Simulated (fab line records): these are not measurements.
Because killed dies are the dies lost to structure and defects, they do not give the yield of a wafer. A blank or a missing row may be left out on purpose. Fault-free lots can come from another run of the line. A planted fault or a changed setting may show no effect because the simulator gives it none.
Which tool was responsible? ; flow sky130 ; 18 wafers from 6 lots sampled at 3 of the route's 708 steps

WHAT EACH GAUGE READ, for each wafer
SKY_VT_ADJUST_HVTR_CD_MEAS_07: the cd target is 380 nm.
lot;measured;on;cd_nm (nm)
L573;day 10 12:02;cd_sem-01;378.6 379.6 378.8
L575;day 10 19:11;cd_sem-02;376.2 377.8 376.1
L578;day 11 15:49;cd_sem-02;378.9 378.8 377.7
L579;day 12 07:47;cd_sem-01;379.6 381.0 381.7
L582;day 12 21:12;cd_sem-01;380.2 380.2 382.7
L591;day 15 16:05;cd_sem-01;385.7 384.4 383.6

WHAT TOOL EACH LOT RAN ON (gives the tool, then ch and the chambers of the sampled wafers, and finally the start)
lot;SKY_VT_ADJUST_HVTP_STRIP_10;SKY_VT_ADJUST_HVTR_DEVELOP_06
L573;plasma_asher-01 ch 0,1, day 6 21:12;litho_track-01 ch 0, day 10 11:53
L575;plasma_asher-01 ch 0,1, day 7 04:37;litho_track-03 ch 0, day 10 19:02
L578;plasma_asher-02 ch 0,1, day 7 21:45;litho_track-02 ch 0, day 11 15:40
L579;plasma_asher-02 ch 0,1, day 8 10:03;litho_track-01 ch 0, day 12 07:38
L582;plasma_asher-04 ch 1, day 8 20:40;litho_track-03 ch 0, day 12 21:03
L591;plasma_asher-02 ch 0,1, day 11 07:47;litho_track-01 ch 0, day 15 15:56
- SKY_VT_ADJUST_HVTP_STRIP_10: strips in O2/N2.
- SKY_VT_ADJUST_HVTR_DEVELOP_06: develop time 60 s.

THE ANSWER, worked out from the rows above alone
Rule: usual is defined by the lots themselves. Put in order of their means at a reading, lots are off if they are a third of the lots or fewer, leave a main group of 4 or more, and stand apart from it by a gap of 3 or more times the standard deviation of the main group's means; of several such gaps the widest counts. The tables above print the reading to a certain number of digits; a main group whose means all agree to those digits is not used. A lot without any number at a reading at which 4 lots or more have one is off too. Where the step has rows for the other lots, those lots are counted as sound.
No lot is off at any reading shown: from this, nothing can be told.

WHAT THE SIMULATOR HAD PUT IN
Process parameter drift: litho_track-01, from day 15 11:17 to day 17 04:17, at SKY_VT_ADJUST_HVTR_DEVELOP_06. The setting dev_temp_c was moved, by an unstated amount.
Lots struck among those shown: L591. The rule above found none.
